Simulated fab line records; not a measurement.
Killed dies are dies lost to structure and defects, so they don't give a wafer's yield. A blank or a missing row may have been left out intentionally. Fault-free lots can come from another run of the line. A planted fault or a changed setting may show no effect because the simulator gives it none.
fab line records    flow sky130
record lots=5  wafers=15  lastDay=50
route steps=708 shown LI_CONTACT@364 PAD_OPEN@708
lots untouched by any fault: they come from a run of this same line in which no faults occurred
startH: hours from the record's first day to the start of the lot's first wafer shown    waitH: hours from the lot's prior step to this one    " same as the row above    L1.1+2: several wafers, shown together as one row    - value missing, or start not given    * or withheld: withheld    < > ~ a bound
route shown NAME@n: NAME is a module with steps in the file, n the number in the route of the first one    usual: mean and standard deviation over wafers with no fault    same: alike in all rows    chamber/n: place in a boat    sites: per-site readings    _std_site: their standard deviation    _edge_site: mean of outer sites minus mean of inner sites    radiusMm: for every site, how far away it sits from the centre of the wafer    mask NAME#n: copy n    behind: tool/chamber where the wafer was last shaped    hold: why the lot went on hold/how many hours it stayed there/how the hold came to an end    device: whichever transistor did not switch (one of n, p or np)    end of line: the route-end tests of the same wafers    a step with no rows: only its recipe    killed: dies lost to structure and defects at the first sort, not the wafer's yield    map: shows each die of a wafer: x if killed, . if not, _ if none is there
set.NAME: the setting as run; set.NAME@STEP: as run at that earlier step    model.NAME: the simulator's own value behind a step, which no gauge read
a table for each step, a row for each wafer; lots at some steps of the route
services: the hour from which a tool's chamber was out of use, counted from the record's first day as startH (under 0 if before that day), plus the number of hours and why
## steps
# step SKY_LI_CONTACT_CMP_02
# recipe material=PSG  downForcePsi=4  platenRpm=60  padVelocityMS=0.94248
# usual motorCurrentA=11.7/1.1  retainingRingPressureFrac=1.001/0.0051  slurryFilterDpKPa=13.51/0.13  timeToEndpointS=32.1/2.6
lot.wafer  tool    chamber  startH  waitH  motorCurrentA  retainingRingPressureFrac  slurryFilterDpKPa  timeToEndpointS
L454.3     cmp-01  2        645.10  0.1    11.7           0.996                      13.36              31.8
L454.4     "       0        "       "      9.8            0.992                      13.71              32.8
L454.5     "       2        "       "      11.7           1.003                      13.47              33.4
L463.4     cmp-02  3        722.65  0.1    11.1           1.002                      13.69              35.3
L463.2     "       0        "       "      11.7           1.003                      13.49              31.8
L463.5     "       1        "       "      12.1           1.008                      13.53              29.9
L465.2     cmp-02  3        731.81  0.0    10.8           1.000                      13.56              33.4
L465.1     "       2        "       "      13.9           1.007                      13.56              29.1
L465.6     "       3        "       "      11.0           0.992                      13.51              35.2
L473.4     cmp-01  3        805.88  0.0    12.1           0.994                      13.41              32.5
L473.2     "       1        "       "      12.1           1.002                      13.33              33.2
L473.6     "       0        "       "      10.6           1.001                      13.39              34.8
L474.2     cmp-01  0        807.85  0.0    10.9           1.004                      13.40              35.3
L474.4     "       1        "       "      11.6           1.002                      13.62              35.8
L474.5     "       0        "       "      10.4           1.000                      13.26              38.2
# step SKY_LI_CONTACT_BOW_MEAS_03
# recipe mode=bow
# usual LI_CONTACT_BOW=55/6.2
lot.wafer  tool          chamber  startH  waitH  LI_CONTACT_BOW[um]
L454.3     filmMetro-04  -        645.39  0.2    61
L454.4     "             -        "       "      60
L454.5     "             -        "       "      61
L463.2     filmMetro-03  -        722.87  0.1    58
L463.4     "             -        "       "      62
L463.5     "             -        "       "      64
L465.1     filmMetro-04  -        732.11  0.1    51
L465.2     "             -        "       "      61
L465.6     "             -        "       "      57
L473.2     filmMetro-02  -        806.20  0.2    57
L473.4     "             -        "       "      57
L473.6     "             -        "       "      46
L474.2     filmMetro-02  -        808.17  0.3    52
L474.4     "             -        "       "      57
L474.5     "             -        "       "      58
# step SKY_LI_CONTACT_DEHYDRATE_04
# recipe tempC=200  timeS=60
# step SKY_LI_CONTACT_HMDS_05
# recipe primeTimeS=60  primeTempC=120
# step SKY_LI_CONTACT_COAT_06
# recipe resist=BARC  tempC=withheld  timeS=withheld  spinRpm=3000  resistThkNm=60
# step SKY_LI_CONTACT_COAT_07
# recipe resist=KrF-thick  spinRpm=3000  resistThkNm=450
# step SKY_LI_CONTACT_SOFTBAKE_08
# recipe tempC=100  timeS=90  resist=KrF-thick
# step SKY_LI_CONTACT_EXPOSE_09
# recipe maskId=LICM1  na=0.8  sourceShape=annular  sigmaInner=0.55  sigmaOuter=0.85  targetCdNm=170  doseMj=38
# step SKY_LI_CONTACT_PEB_10
# recipe pebTempC=withheld  pebTimeS=withheld  resist=KrF-thick
# step SKY_LI_CONTACT_DEVELOP_11
# recipe developTimeS=60  resist=KrF-thick  devTempC=21
# step SKY_LI_CONTACT_CD_MEAS_12
# recipe targetCdNm=170
# usual cdNm=169.5/1.7
lot.wafer  tool      chamber  startH  waitH  cdNm
L454.3     cdSem-02  -        673.51  -      169.1
L454.4     "         -        "       "      171.2
L454.5     "         -        "       "      170.7
L463.2     cdSem-01  -        749.53  -      169.7
L463.4     "         -        "       "      171.8
L463.5     "         -        "       "      170.5
L465.1     cdSem-01  -        758.00  -      171.9
L465.2     "         -        "       "      169.3
L465.6     "         -        "       "      170.3
L473.2     cdSem-01  -        832.74  -      169.8
L473.4     "         -        "       "      169.1
L473.6     "         -        "       "      168.4
L474.2     cdSem-02  -        834.54  -      166.3
L474.4     "         -        "       "      167.0
L474.5     "         -        "       "      163.9
# step SKY_LI_CONTACT_OVL_MEAS_13
# usual LI_CONTACT_OVL=-1/6.3
lot.wafer  tool        chamber  startH  waitH  LI_CONTACT_OVL[nm]
L454.3     overlay-02  -        673.60  0.1    -12
L454.4     "           -        "       "      -9
L454.5     "           -        "       "      -15
L463.2     overlay-02  -        749.64  0.1    -7
L463.4     "           -        "       "      4
L463.5     "           -        "       "      1
L465.1     overlay-02  -        758.12  0.1    -5
L465.2     "           -        "       "      -1
L465.6     "           -        "       "      -6
L473.2     overlay-01  -        832.85  0.1    5
L473.4     "           -        "       "      0
L473.6     "           -        "       "      6
L474.2     overlay-01  -        834.64  0.1    -5
L474.4     "           -        "       "      -3
L474.5     "           -        "       "      5
# step SKY_LI_CONTACT_ETCH_14
# recipe chemistry=N2/H2  target=BARC  ionEnergyEv=200  sourceW=500  biasW=100  pressureMtorr=30  n2FlowSccm=100  h2FlowSccm=200  stopOn=SiO2  timeS=45.9  targetDepthA=600
# usual drypumpMotorCurrentA=5.8/0.38  oesProductAu=0.854/0.0049  runLengthS=74.1/0.41  throttleValvePct=13.224/0.01
lot.wafer  tool        chamber  startH  waitH  drypumpMotorCurrentA  oesProductAu  rfHoursCounterH  runLengthS  throttleValvePct  model.etch.depthNm  model.KrF-thick_of_LI_CONTACT_COAT_07.thkNm  model.LI_CONTACT.cdNm
L454.3     rieDiel-02  3        673.62  0.0    6.0                   0.851         8                74.6        13.239            60.24               393.3                                        169.6
L454.4     "           1        "       "      5.5                   0.852         -                73.4        13.213            60.02               392                                          171.2
L454.5     "           0        "       "      5.3                   0.854         -                74.3        13.228            60.14               391.5                                        170.9
L463.2     rieDiel-02  1        749.67  0.0    5.5                   1.004         1                43.9        13.238            27.28               422.1                                        163.9
L463.4     "           2        "       "      6.4                   0.862         2                74.5        13.216            60.09               394.5                                        172.5
L463.5     "           1        "       "      5.5                   1.006         -                43.5        13.217            27.18               421.3                                        165
L465.1     rieDiel-03  1        758.15  0.0    5.3                   0.852         17               73.9        13.216            60.02               393.2                                        171.5
L465.2     "           3        "       "      6.3                   0.855         12               74.0        13.221            60.1                393.6                                        168.2
L465.6     "           3        "       "      6.3                   0.854         -                74.6        13.227            60.28               393                                          169.6
L473.2     rieDiel-04  2        832.88  0.0    6.5                   0.846         2                74.3        13.226            59.61               392.6                                        169.4
L473.4     "           1        "       "      5.8                   0.850         1                74.7        13.235            59.74               391                                          167.9
L473.6     "           1        "       "      5.8                   0.848         -                73.9        13.203            59.53               391                                          167.3
L474.2     rieDiel-04  0        834.67  0.0    5.9                   0.856         8                73.8        13.227            59.81               390.2                                        165.7
L474.4     "           2        "       "      6.4                   0.852         2                75.0        13.210            59.83               390.9                                        166.2
L474.5     "           1        "       "      5.8                   0.852         -                73.9        13.240            59.79               390.9                                        163.1
# step SKY_LI_CONTACT_ETCH_15
# recipe target=PSG  chemistry=C4F8/O2/Ar  stopOn=Si  taperDeg=4.15  maskMaterial=KrF-thick  sourceW=1500  biasW=1200  pressureMtorr=40  c4f8FlowSccm=withheld  O2_flow_sccm=6  Ar_flow_sccm=300  timeS=withheld  targetDepthA=6000
# usual oesProductAu=0.837/0.0049
lot.wafer  tool        chamber  startH  waitH  oesProductAu  model.KrF-thick_of_LI_CONTACT_COAT_07.thkNm  model.LI_CONTACT.cdNm
L454.3     rieDiel-02  3        673.67  0.0    0.833         229.6                                        168.5
L454.4     "           1        "       "      0.841         228.4                                        171
L454.5     "           0        "       "      0.843         230.3                                        170.9
L463.2     rieDiel-02  1        749.71  0.0    0.836         262.5                                        163.4
L463.4     "           2        "       "      0.839         236.6                                        172.6
L463.5     "           1        "       "      0.831         261.5                                        164.9
L465.1     rieDiel-03  1        758.20  0.0    0.843         230.4                                        172.4
L465.2     "           3        "       "      0.835         232.9                                        168.9
L465.6     "           3        "       "      0.841         233.3                                        169.9
L473.2     rieDiel-04  2        832.92  0.0    0.838         235                                          169.4
L473.4     "           1        "       "      0.831         230.1                                        167.3
L473.6     "           1        "       "      0.839         231.8                                        166.3
L474.2     rieDiel-04  0        834.71  0.0    0.846         229.1                                        166.8
L474.4     "           2        "       "      0.839         232                                          166.8
L474.5     "           1        "       "      0.833         229.5                                        162.3
# step SKY_LI_CONTACT_STRIP_16
# recipe chemistry=O2/N2  powerW=1400  pressureMtorr=1500  platenTempC=withheld  o2FlowSccm=3000  n2FlowSccm=300  overashFraction=0.5
# usual drypumpMotorCurrentA=5.7/0.53  oesProductAu=0.376/0.0041  stripTimeToEndpointS=3.494/0.027
# same overashFraction=0.5
lot.wafer  tool            chamber  startH  waitH  drypumpMotorCurrentA  oesProductAu  rfHoursCounterH  stripTimeToEndpointS
L454.3     plasmaAsher-02  0        673.79  -      6.1                   0.373         -                3.474
L454.4     "               1        "       "      5.4                   0.370         -                3.474
L454.5     "               1        "       "      5.5                   0.373         -                3.490
L463.2     plasmaAsher-04  0        749.80  -      6.1                   0.393         33               3.819
L463.4     "               1        "       "      5.2                   0.382         -                3.547
L463.5     "               1        "       "      5.2                   0.389         -                3.829
L465.1     plasmaAsher-01  1        758.28  -      5.0                   0.375         1                3.499
L465.2     "               0        "       "      6.4                   0.382         1                3.502
L465.6     "               0        "       "      6.4                   0.375         -                3.526
L473.2     plasmaAsher-02  0        833.00  -      6.1                   0.378         96               3.534
L473.4     "               0        "       "      6.1                   0.371         -                3.478
L473.6     "               0        "       "      6.1                   0.376         -                3.499
L474.2     plasmaAsher-02  0        834.80  -      6.1                   0.377         96               3.466
L474.4     "               0        "       "      6.1                   0.386         -                3.501
L474.5     "               0        "       "      6.1                   0.379         -                3.467
# step SKY_LI_CONTACT_CLEAN_17
# recipe chemistry=NMP  timeS=600  tempC=60  dry=n2Spin
# step SKY_PAD_OPEN_PROBE_99
# usual killed_at_M0_to_M3=42/7.4  killed_at_M4_up=3.4/1.8  killedAtContacts=25/5.4  killedAtFrontEnd=15/4.4  killedAtOther=0.2/0.52  killedDies=86/9.3  killedOnRim=17/3.9  killedOpen=47/7.6  killedShort=39/6.5
# same grossDies=492  killedAtBackSide=0
lot.wafer  tool       chamber  startH   waitH  killed_at_M0_to_M3  killed_at_M4_up  killedAtContacts  killedAtFrontEnd  killedAtOther  killedDies  killedOnRim  killedOpen  killedShort  model.etest.liconPdiff.rcOhm  model.etest.pfet_01v8.rOnOhmUm  model.etest.pfetG5v0d10v5.rOnOhmUm  model.etest.nfetG5v0d10v5.rOnOhmUm  model.etest.liconHighPo.rcOhm  model.etest.nfet_01v8.rOnOhmUm  model.etest.liconNdiff.rcOhm  model.etest.sonosUncharged.rOnOhmUm
L454.3     prober-02  -        1076.26  0.2    42                  3                31                14                0              90          16           44          46           606.3                         3034                            4831                                1887                                358.6                          819.8                           176.6                         820.6
L454.4     prober-02  -        1076.31  0.2    36                  3                27                8                 1              75          16           39          36           581.3                         3039                            4773                                1901                                351.5                          838.7                           175.1                         807.8
L454.5     prober-02  -        1076.36  0.2    39                  1                25                16                1              82          11           44          38           571.9                         2974                            4759                                1870                                360                            833.8                           176.2                         825
L463.2     prober-01  -        1132.90  0.1    38                  3                24                12                0              77          18           39          38           712.9                         3003                            4931                                1944                                408.8                          877.1                           231.9                         850.1
L463.4     prober-01  -        1133.00  0.2    36                  6                30                8                 1              81          14           53          28           597.4                         2836                            4805                                1878                                333.9                          797.7                           183.6                         809
L463.5     prober-01  -        1133.05  0.2    36                  1                38                18                0              93          18           68          25           694.6                         2995                            4807                                1934                                398.1                          874.4                           228.5                         832.6
L465.1     prober-01  -        1140.40  0.1    58                  5                19                23                0              105         24           53          52           563.5                         2832                            4742                                1894                                326.5                          805.9                           168.2                         830.9
L465.2     prober-01  -        1140.45  0.1    53                  3                26                18                1              101         17           57          44           589.6                         2860                            4779                                1914                                372.9                          840.4                           190.8                         817.7
L465.6     prober-01  -        1140.65  0.2    48                  3                15                10                0              76          13           46          30           602.5                         2832                            4749                                1902                                356.2                          808                             187.1                         832.6
L473.2     prober-02  -        1186.70  0.1    43                  2                28                16                0              89          18           44          45           583.6                         2820                            4720                                1883                                343.2                          816.7                           188.7                         796.3
L473.4     prober-02  -        1186.80  0.2    37                  6                25                14                0              82          17           40          42           616.5                         2875                            4741                                1879                                359.3                          835.7                           183.4                         810.4
L473.6     prober-02  -        1186.90  0.2    37                  5                28                9                 0              79          17           37          42           628.5                         2886                            4798                                1902                                358.6                          840.3                           185.5                         815.1
L474.2     prober-01  -        1188.20  0.1    35                  5                33                13                0              86          13           43          43           572.9                         2826                            4659                                1861                                349.3                          814.8                           193.1                         791.2
L474.4     prober-01  -        1188.30  0.2    38                  3                21                6                 0              68          11           44          24           612.4                         2877                            4691                                1899                                358.7                          822.6                           187                           813.6
L474.5     prober-01  -        1188.35  0.2    31                  5                30                17                0              83          19           46          37           612.9                         2837                            4675                                1888                                383.2                          819.8                           188.2                         826.6
# killed by level:class
L454.3 CONTACT:geometricParticle:open=12 METAL1:geometricParticle:short=9 LI_CONTACT:geometricParticle:open=9 FIELD_ISO:geometricParticle:short=7 VIA1:geometricParticle:short=6 VIA1:geometricParticle:open=6 VIA2:geometricParticle:open=6 METAL2:geometricParticle:short=5
L454.4 VIA1:geometricParticle:open=12 CONTACT:geometricParticle:open=10 CONTACT:geometricParticle:short=10 METAL2:geometricParticle:short=4 VIA2:geometricParticle:open=4 VIA3:geometricParticle:open=4 POLY_GATE:geometricParticle:short=3 LI_CONTACT:geometricParticle:open=3
L454.5 CONTACT:geometricParticle:open=12 VIA1:geometricParticle:open=8 VIA3:geometricParticle:open=6 VIA2:geometricParticle:open=5 FIELD_ISO:geometricParticle:open=4 CONTACT:geometricParticle:short=4 LOCAL_INTERCONNECT:geometricParticle:short=4 POLY_GATE:geometricParticle:short=4
L463.2 CONTACT:geometricParticle:open=9 LI_CONTACT:geometricParticle:open=7 METAL1:geometricParticle:short=7 VIA1:geometricParticle:open=6 METAL2:geometricParticle:short=5 VIA1:geometricParticle:short=4 VIA3:geometricParticle:open=4 FIELD_ISO:geometricParticle:short=3
L463.4 CONTACT:geometricParticle:open=9 LI_CONTACT:geometricParticle:open=9 VIA3:geometricParticle:open=8 VIA1:geometricParticle:open=7 CONTACT:geometricParticle:short=6 VIA2:geometricParticle:open=5 METAL1:geometricParticle:short=5 POLY_GATE:geometricParticle:open=3
L463.5 LI_CONTACT:geometricParticle:open=17 CONTACT:geometricParticle:open=13 VIA1:geometricParticle:open=10 VIA3:geometricParticle:open=8 FIELD_ISO:geometricParticle:short=6 FIELD_ISO:geometricParticle:open=4 LOCAL_INTERCONNECT:geometricParticle:short=4 POLY_GATE:geometricParticle:open=3
L465.1 VIA1:geometricParticle:open=12 VIA1:geometricParticle:short=10 VIA2:geometricParticle:open=7 FIELD_ISO:geometricParticle:short=6 POLY_GATE:geometricParticle:open=6 LI_CONTACT:geometricParticle:open=6 VIA2:geometricParticle:short=6 FIELD_ISO:geometricParticle:open=5
L465.2 VIA2:geometricParticle:open=16 VIA1:geometricParticle:open=10 CONTACT:geometricParticle:open=8 LI_CONTACT:geometricParticle:open=7 METAL2:geometricParticle:short=7 LOCAL_INTERCONNECT:geometricParticle:short=6 FIELD_ISO:geometricParticle:short=4 POLY_GATE:geometricParticle:short=4
L465.6 METAL2:geometricParticle:short=9 CONTACT:geometricParticle:open=8 VIA1:geometricParticle:open=7 VIA2:geometricParticle:open=7 LI_CONTACT:geometricParticle:open=6 VIA3:geometricParticle:open=6 METAL1:geometricParticle:short=5 VIA2:geometricParticle:short=5
L473.2 VIA2:geometricParticle:open=12 LI_CONTACT:geometricParticle:open=7 CONTACT:geometricParticle:short=7 METAL1:geometricParticle:short=7 VIA3:geometricParticle:open=6 FIELD_ISO:geometricParticle:open=5 LOCAL_INTERCONNECT:geometricParticle:short=5 FIELD_ISO:geometricParticle:short=4
L473.4 CONTACT:geometricParticle:open=8 VIA1:geometricParticle:open=8 LI_CONTACT:geometricParticle:open=7 METAL1:geometricParticle:short=7 VIA2:geometricParticle:open=6 FIELD_ISO:geometricParticle:short=5 FIELD_ISO:geometricParticle:open=5 CONTACT:geometricParticle:short=4
L473.6 VIA2:geometricParticle:open=8 LI_CONTACT:geometricParticle:open=7 CONTACT:geometricParticle:short=7 VIA1:geometricParticle:open=6 CONTACT:geometricParticle:open=5 VIA3:geometricParticle:short=5 LOCAL_INTERCONNECT:geometricParticle:short=4 VIA1:geometricParticle:short=4
L474.2 CONTACT:geometricParticle:open=13 LI_CONTACT:geometricParticle:open=9 POLY_GATE:geometricParticle:short=5 VIA1:geometricParticle:open=5 VIA1:geometricParticle:short=5 LOCAL_INTERCONNECT:geometricParticle:short=4 METAL1:geometricParticle:short=4 VIA3:geometricParticle:short=4
L474.4 VIA3:geometricParticle:open=9 VIA2:geometricParticle:open=9 LI_CONTACT:geometricParticle:open=8 METAL1:geometricParticle:short=6 VIA1:geometricParticle:open=6 METAL2:geometricParticle:short=4 CONTACT:geometricParticle:open=4 FIELD_ISO:geometricParticle:open=3
L474.5 CONTACT:geometricParticle:open=13 CONTACT:geometricParticle:short=8 METAL2:geometricParticle:open=6 VIA1:geometricParticle:open=5 POLY_GATE:geometricParticle:short=4 METAL1:geometricParticle:short=4 VIA2:geometricParticle:open=4 METAL4:geometricParticle:short=4
## services
tool            chamber  startH  hours  kind
rieDiel-03      2        647.91  5.4    repair
cmp-01          -        650.39  6.2    pm
cmp-01          -        656.59  4.2    pm
rieDiel-02      2        666.04  -      clean
rieDiel-02      2        666.04  16.2   scheduledDown
rieDiel-02      2        666.04  16.2   ventCycle
rieDiel-03      3        670.57  3.2    repair
plasmaAsher-02  -        674.19  8.3    repair
rieDiel-03      3        683.70  2.6    repair
plasmaAsher-02  -        684.45  14.6   pm
cmp-01          -        685.46  1.0    repair
plasmaAsher-04  -        690.53  5.0    repair
cmp-02          -        693.28  0.9    repair
cmp-01          -        711.86  0.5    repair
plasmaAsher-01  -        733.75  9.0    pm
cmp-01          -        744.12  4.0    pm
plasmaAsher-04  -        746.76  2.8    pm
plasmaAsher-02  -        748.52  5.9    repair
rieDiel-03      1        765.21  4.5    repair
rieDiel-04      -        765.29  14.6   pm
cmp-02          -        779.68  4.3    repair
rieDiel-04      1        793.67  7.6    repair
rieDiel-03      0        796.95  8.5    repair
plasmaAsher-04  -        820.15  5.8    repair
## key
firstSign step=SKY_LI_CONTACT_ETCH_14  reading=runLengthS  direction=down  sigmas=73  usual=*  struck=*
effect step=SKY_LI_CONTACT_ETCH_14  reading=oesProductAu  direction=up  sigmas=31  usual=0.854  struck=1.005
effect step=SKY_LI_CONTACT_STRIP_16  reading=stripTimeToEndpointS  direction=up  sigmas=12  usual=*  struck=*
modelEffect step=SKY_LI_CONTACT_ETCH_14  value=etch.depthNm  without=60.1  struck=27.23
modelEffect step=SKY_LI_CONTACT_ETCH_15  value=KrF-thick_of_LI_CONTACT_COAT_07.thkNm  without=233.2  struck=262
modelEffect step=SKY_PAD_OPEN_PROBE_99  value=etest.liconPdiff.rcOhm  without=586.6  struck=703.7
metAt SKY_LI_CONTACT_ETCH_14
struckWafers L463.2,L463.5
testerLeftOut L463
onsetBetween 673.62 749.67
fault kind=processParameterDrift  tool=rieDiel-02  chamber=-  onsetH=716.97  steps=SKY_LI_CONTACT_ETCH_14  channel=timeS  offset=*  shape=step  endH=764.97  scope=struckWafersOnly  actsIn=*  stated=*
# testerLeftOut: of these lots the tester's yield and bins aren't shown, on N5 and GAA mostly nor the transistor test; their killed dies are dies lost to structure and defects alone, not to doping, threshold or leakage, so they don't give the yield
